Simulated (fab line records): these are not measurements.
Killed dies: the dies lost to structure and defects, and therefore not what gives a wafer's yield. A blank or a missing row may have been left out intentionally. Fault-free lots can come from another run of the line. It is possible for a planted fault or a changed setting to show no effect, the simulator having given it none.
Matching of chambers -- flow gf180mcu -- 3 sister chambers for GF_MIM_CVD_05 on pecvd-03
The step deposits Si3N4, target thk 42 nm, time 29.086 s. 6 wafers are shown with their chamber, then 7 later ones without.

## EACH WAFER AND ITS CHAMBER
wafer,chamber,heater-power-w (W),temp-max-c (C)
L577.5,1,582,400.01
L581.5,1,574,399.84
L584.2,2,575,400.19
L584.4,2,564,400.30
L586.1,0,599,399.60
L586.4,0,596,399.50

## WAFERS WITHOUT THEIR CHAMBER
wafer,heater-power-w (W),temp-max-c (C)
L586.6,567,399.98
L593.1,677,400.15
L593.5,629,400.00
L593.6,564,400.22
L595.1,545,400.02
L595.5,692,400.26
L595.6,546,400.25

## WHICH CHAMBER EACH ONE RAN IN
wafer,from the rows above,in truth
L586.6,can't be placed: 1 or 2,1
L593.1,0,0
L593.5,can't be placed: 0 or 1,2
L593.6,2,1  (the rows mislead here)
L595.1,can't be placed: 2 or 1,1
L595.5,0,0
L595.6,2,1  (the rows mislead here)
Correctly placed: 2 of 7. Cannot be placed on the basis of these rows: 3; the candidates contain the true chamber in 2. 2 placed wrongly.
How it was worked out, from the rows above alone: a wafer's distance from a chamber is the root of the sum, over the readings, of the square of ((its reading less the chamber's mean) divided by the reading's scatter). If the next closest chamber is less than 2 further off than the closest, the wafer can't be placed; otherwise it belongs to the closest. The mean given for a chamber averages the wafers shown for that chamber. The scatter is the square root of a quotient: the sum, over the shown wafers, of each reading's squared deviation from its chamber's mean, divided by wafers minus chambers.
